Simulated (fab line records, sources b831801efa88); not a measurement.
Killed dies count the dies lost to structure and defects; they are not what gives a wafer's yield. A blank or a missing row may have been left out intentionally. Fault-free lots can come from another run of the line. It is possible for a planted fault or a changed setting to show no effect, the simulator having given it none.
Problem report in the 8D (eight disciplines) form, filled by code	flow gf180mcu	the parts of the form that need people (team, actions taken, sign-off) are left out

== 1. WHAT IS WRONG ==
HV_LDD_RS at GF_HV_LDD_RS_MEAS_53 reads a mean of 422.6 ohm/sq on 2 wafers of 1 lot; wafers without a fault read 417.8 ohm/sq with a standard deviation of 1.1. That puts it +4.4 standard deviations away from the usual mean.
The step: measures by four-point-probe.
Earliest sighting: wafer L340.2 on film metro-01 at day 19 05:37. At this step, 38 wafers from 13 lots have a number in the record. By rule, "out" or "out of limits" means more than 4 standard deviations away from the usual mean. The rest of the wafers with a number are treated as sound.

== 2. WHAT IT IS; WHAT IT IS NOT ==
question	is	is not
which readings at this step	HV_LDD_RS	-
which lots	L340	L320, L321, L323, L324, L325, L326, L327, L328, L329, L331, L332, L333
which wafers of those lots	all that have a number	-
read on which gauges	film metro-01	film metro-02, film metro-04
when	from day 19 05:37	up to then (36 sound wafers)

== 3. THE SUSPECTS, EACH WITH WHAT RULES IT OUT ==
Counting: a tool stays on the suspect list if, at a process step up to the reading, it processed all lots that are out and no sound lot following the first of them.
- the gauge at GF_HV_LDD_RS_MEAS_53: kept. All the wafers that are out were read on film metro-01, and no step on other tools shows them out.
- plasma asher-02 at GF_POLY_GATE_STRIP_14 (strips in O2/N2): kept. It ran the lot that is out, L340 (day 15 06:23), and no sound lot after that; its last sound lot up to then is L332 (day 12 21:49).
- implanter-04 at GF_HV_LDD_IMPLANT_33: kept. It ran the lot that is out, L340 (day 18 04:53), and no sound lot after that; its last sound lot up to then is L333 (day 15 17:40).
plasma asher-02 at GF_POLY_GATE_STRIP_14, implanter-04 at GF_HV_LDD_IMPLANT_33 and film metro-01 at GF_HV_LDD_RS_MEAS_53 are what is left after counting.

== 4. THE CAUSE (what the simulator had put in) ==
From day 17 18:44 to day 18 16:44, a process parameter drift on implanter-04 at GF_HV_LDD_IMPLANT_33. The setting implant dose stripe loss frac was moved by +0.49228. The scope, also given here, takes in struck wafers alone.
This tool is one of the 3 suspects left after counting.

== 5. SEQUENCE OF EFFECTS, ordered by route ==
Rows list readings where the struck wafers' mean (over those with a number) sits beyond 3 standard deviations from the usual. Only readings for which the record gives a usual standard deviation are gone through. hours: the time from each lot's start at the first step in this table that gives one to its start at this step, as a median over the lots. sigmas: the change in usual standard deviations.
hours	step	reading	usual	on struck wafers	change	sigmas
0	GF_HV_LDD_RS_MEAS_53	HV_LDD_RS	417.8 ohm/sq	422.6	+4.8	+4.4

== 6. WHAT WOULD HAVE CAUGHT IT SOONER ==
Counted from the fault's start at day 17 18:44, it took 35 hours until the first out-of-limits reading at a measuring or inspecting step in this record, taken at day 19 05:37.
By day 19 05:37 the whole set of lots that are out, 1 in number, had already begun GF_HV_LDD_IMPLANT_33 on implanter-04. Tool hold at that time: it would have spared none of them.
